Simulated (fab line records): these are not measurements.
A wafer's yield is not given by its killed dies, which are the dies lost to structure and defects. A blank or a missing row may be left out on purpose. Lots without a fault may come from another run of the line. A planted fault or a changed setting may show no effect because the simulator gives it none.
Which tool did it? | flow gf180mcu | 11 lots with 33 wafers sampled at 6 steps, on a route of 602 steps

== WHAT THE GAUGES READ, wafer by wafer ==
GF_VT_IMPLANT_OVL_MEAS_29. Usual: VT_IMPLANT_02_OVL gives 0.5 nm (standard deviation 1.4).
lot  | measured     | on         | VT_IMPLANT_02_OVL (nm) | flag
L611 | day 7 09:54  | overlay-01 | -1.2 2.1 0.5           | 
L614 | day 7 23:59  | overlay-01 | 1.6 1.0 2.8            | 
L615 | day 8 08:42  | overlay-02 | 1.4 1.9 0.5            | 
L617 | day 9 00:08  | overlay-02 | 0.1 2.8 1.3            | 
L621 | day 9 22:37  | overlay-02 | 1.2 -0.8 -0.5          | 
L622 | day 10 04:56 | overlay-01 | -1.8 -1.4 -2.9         | 
L625 | day 11 00:44 | overlay-02 | 0.7 1.2 0.4            | 
L627 | day 11 10:38 | overlay-01 | - - -                  | OFF
L631 | day 12 16:55 | overlay-02 | 0.9 2.8 1.2            | 
L632 | day 12 17:44 | overlay-02 | 0.3 -0.9 -0.8          | 
L633 | day 13 01:50 | overlay-01 | 1.8 0.9 1.5            | 

GF_VT_IMPLANT_TW_MEAS_32. Usual: VT_IMPLANT_3_TW gives 271.8 (standard deviation 2.3).
lot  | measured     | on           | VT_IMPLANT_3_TW   | flag
L611 | day 7 10:11  | filmMetro-04 | 271.2 271.9 270.9 | 
L614 | day 8 00:17  | filmMetro-02 | 272.6 272.2 271.0 | 
L615 | day 8 08:59  | filmMetro-02 | 272.1 270.1 271.7 | 
L617 | day 9 00:26  | filmMetro-01 | 274.0 274.3 274.1 | 
L621 | day 9 22:54  | filmMetro-02 | 270.0 269.1 269.9 | 
L622 | day 10 05:14 | filmMetro-02 | 270.9 269.9 271.3 | 
L625 | day 11 01:02 | filmMetro-01 | 274.8 274.8 276.9 | 
L627 | day 11 10:55 | filmMetro-02 | 29.9 29.9 30.1    | OFF
L631 | day 12 17:11 | filmMetro-01 | 274.4 272.9 273.3 | 
L632 | day 12 18:02 | filmMetro-01 | 273.7 273.4 273.8 | 
L633 | day 13 02:08 | filmMetro-02 | 272.4 272.9 273.5 | 

GF_CONTACT_BOW_MEAS_05. Usual: CONTACT_BOW gives 67 um (standard deviation 7.5).
lot  | measured     | on           | CONTACT_BOW (um) | flag
L611 | day 16 04:18 | filmMetro-02 | 72 77 68         | 
L614 | day 16 22:37 | filmMetro-01 | 73 64 67         | 
L615 | day 17 09:08 | filmMetro-01 | 76 60 75         | 
L617 | day 18 00:28 | filmMetro-03 | 63 55 65         | 
L621 | day 19 08:17 | filmMetro-01 | 53 58 69         | 
L622 | day 19 12:11 | filmMetro-02 | 52 56 59         | 
L625 | day 20 15:19 | filmMetro-03 | 77 73 73         | 
L631 | day 22 19:31 | filmMetro-02 | 68 65 58         | 
L632 | day 22 22:39 | filmMetro-03 | 66 59 66         | 
L633 | day 23 04:29 | filmMetro-01 | 68 73 69         | 

== WHAT TOOL EACH LOT RAN ON (gives the tool, then ch and the chambers of the sampled wafers, and finally the start) ==
lot  | GF_VT_IMPLANT_EXPOSE_26            | GF_HV_LDD_ETCHBACK_58             | GF_SAB_STRIP_13
L611 | ilineStepper-02 ch 0, day 7 01:48  | rieDiel-04 ch 0,1,2, day 13 10:10 | plasmaAsher-04 ch 0,1, day 16 03:02
L614 | ilineStepper-01 ch 0, day 7 16:02  | rieDiel-03 ch 0,2,3, day 14 02:22 | plasmaAsher-03 ch 0,1, day 16 21:22
L615 | ilineStepper-01 ch 0, day 8 01:16  | rieDiel-02 ch 0,3, day 14 12:52   | plasmaAsher-04 ch 0, day 17 07:52
L617 | ilineStepper-01 ch 0, day 8 16:17  | rieDiel-04 ch 0,1,2, day 15 04:08 | plasmaAsher-01 ch 0,1, day 17 23:13
L621 | ilineStepper-02 ch 0, day 9 14:47  | rieDiel-02 ch 0,3, day 16 08:04   | plasmaAsher-04 ch 0,1, day 19 06:58
L622 | ilineStepper-02 ch 0, day 9 20:04  | rieDiel-03 ch 1,2,3, day 16 12:05 | plasmaAsher-04 ch 0,1, day 19 10:55
L625 | ilineStepper-02 ch 0, day 10 15:46 | rieDiel-03 ch 1,2, day 17 12:37   | plasmaAsher-03 ch 0,1, day 20 14:02
L627 | ilineStepper-02 ch 0, day 11 01:28 | -                                 | -
L631 | ilineStepper-02 ch 0, day 12 07:05 | rieDiel-02 ch 0,2,3, day 19 17:40 | plasmaAsher-03 ch 0,1, day 22 18:16
L632 | ilineStepper-02 ch 0, day 12 08:05 | rieDiel-03 ch 0,1,2, day 19 20:52 | plasmaAsher-04 ch 0,1, day 22 21:19
L633 | ilineStepper-02 ch 0, day 12 16:23 | rieDiel-02 ch 1,2,3, day 20 02:58 | plasmaAsher-04 ch 0,1, day 23 03:13
- GF_VT_IMPLANT_EXPOSE_26: exposes mask LVPWELL HV AREA, target cd 860 nm.
- GF_HV_LDD_ETCHBACK_58: etches Si3N4 in CH3F/O2, stops on SiO2, time 100 s, target depth 90 nm.
- GF_SAB_STRIP_13: strips in O2/N2.

== WHAT THE TOOLS THEMSELVES READ (means of the sampled wafers that have a number; where no wafer has one, the mark that the record gives instead) ==
GF_VT_IMPLANT_EXPOSE_26. Usual: stageVelMmS 500.03 mm/s, standard deviation 0.24.
lot  | tool            | stageVelMmS (mm/s) | flag
L611 | ilineStepper-02 | 499.92             | 
L614 | ilineStepper-01 | 500.04             | 
L615 | ilineStepper-01 | 499.97             | 
L617 | ilineStepper-01 | 499.54             | 
L621 | ilineStepper-02 | 500.05             | 
L622 | ilineStepper-02 | 500.00             | 
L625 | ilineStepper-02 | 500.18             | 
L627 | ilineStepper-02 | 499.98             | 
L631 | ilineStepper-02 | 499.80             | 
L632 | ilineStepper-02 | 500.05             | 
L633 | ilineStepper-02 | 500.49             | 

GF_HV_LDD_ETCHBACK_58. Usual: drypumpMotorCurrentA 5.7 A, standard deviation 0.55; oesProductAu 0.842 a.u., standard deviation 0.0064; throttleValvePct 10.561 %, standard deviation 0.0087.
lot  | tool       | drypumpMotorCurrentA (A) | oesProductAu (a.u.) | throttleValvePct (%) | flag
L611 | rieDiel-04 | 5.6                      | 0.844               | 10.575               | 
L614 | rieDiel-03 | 5.6                      | 0.840               | 10.563               | 
L615 | rieDiel-02 | 5.7                      | 0.856               | 10.559               | 
L617 | rieDiel-04 | 5.7                      | 0.847               | 10.568               | 
L621 | rieDiel-02 | 5.5                      | 0.842               | 10.552               | 
L622 | rieDiel-03 | 6.1                      | 0.844               | 10.565               | 
L625 | rieDiel-03 | 5.9                      | 0.838               | 10.560               | 
L631 | rieDiel-02 | 5.6                      | 0.836               | 10.562               | 
L632 | rieDiel-03 | 5.6                      | 0.842               | 10.566               | 
L633 | rieDiel-02 | 5.9                      | 0.844               | 10.561               | 

GF_SAB_STRIP_13. Usual: drypumpMotorCurrentA 5.6 A, standard deviation 0.47; heaterPowerW 341 W, standard deviation 51; oesProductAu 0.710 a.u., standard deviation 0.0043; stripTimeToEndpointS 12.653 s, standard deviation 0.029.
lot  | tool           | drypumpMotorCurrentA (A) | heaterPowerW (W) | oesProductAu (a.u.) | stripTimeToEndpointS (s) | flag
L611 | plasmaAsher-04 | 5.3                      | 384              | 0.712               | 12.690                   | 
L614 | plasmaAsher-03 | 6.2                      | 309              | 0.707               | 12.645                   | 
L615 | plasmaAsher-04 | 5.4                      | 431              | 0.713               | 12.621                   | 
L617 | plasmaAsher-01 | 5.7                      | 304              | 0.711               | 12.673                   | 
L621 | plasmaAsher-04 | 5.3                      | 391              | 0.712               | 12.689                   | 
L622 | plasmaAsher-04 | 5.3                      | 390              | 0.707               | 12.668                   | 
L625 | plasmaAsher-03 | 6.2                      | 313              | 0.712               | 12.664                   | 
L631 | plasmaAsher-03 | 5.9                      | 327              | 0.709               | 12.616                   | 
L632 | plasmaAsher-04 | 5.3                      | 381              | 0.710               | 12.680                   | 
L633 | plasmaAsher-04 | 5.2                      | 352              | 0.713               | 12.682                   | 

== THE ANSWER, worked out from the rows above alone ==
Rule: lot off if the mean of its wafers having a number is beyond 3 standard deviations from the usual mean. Also off: a lot with no number at a reading for which 4 or more lots have one. Where the step has rows for the other lots, those lots are counted as sound. The gauges are gone through in route order, then the tools' own readings, and for those a lot's mean is taken as printed above. At the first step where some lot is off, the reading lying furthest off is the one used; lots without a number count as furthest.
Off: L627, seen at GF_VT_IMPLANT_OVL_MEAS_29 (VT_IMPLANT_02_OVL). Without a number there: L627.
A tool fits if, at a process step before that reading, it ran every lot that is off, and no sound lot after the first of them. The gauges at GF_VT_IMPLANT_OVL_MEAS_29 aren't tried: what is off there is off at GF_VT_IMPLANT_TW_MEAS_32 too, on other tools, and a gauge's error can't cause that. Not one of the candidates tried fits.

== WHAT THE SIMULATOR HAD INSERTED ==
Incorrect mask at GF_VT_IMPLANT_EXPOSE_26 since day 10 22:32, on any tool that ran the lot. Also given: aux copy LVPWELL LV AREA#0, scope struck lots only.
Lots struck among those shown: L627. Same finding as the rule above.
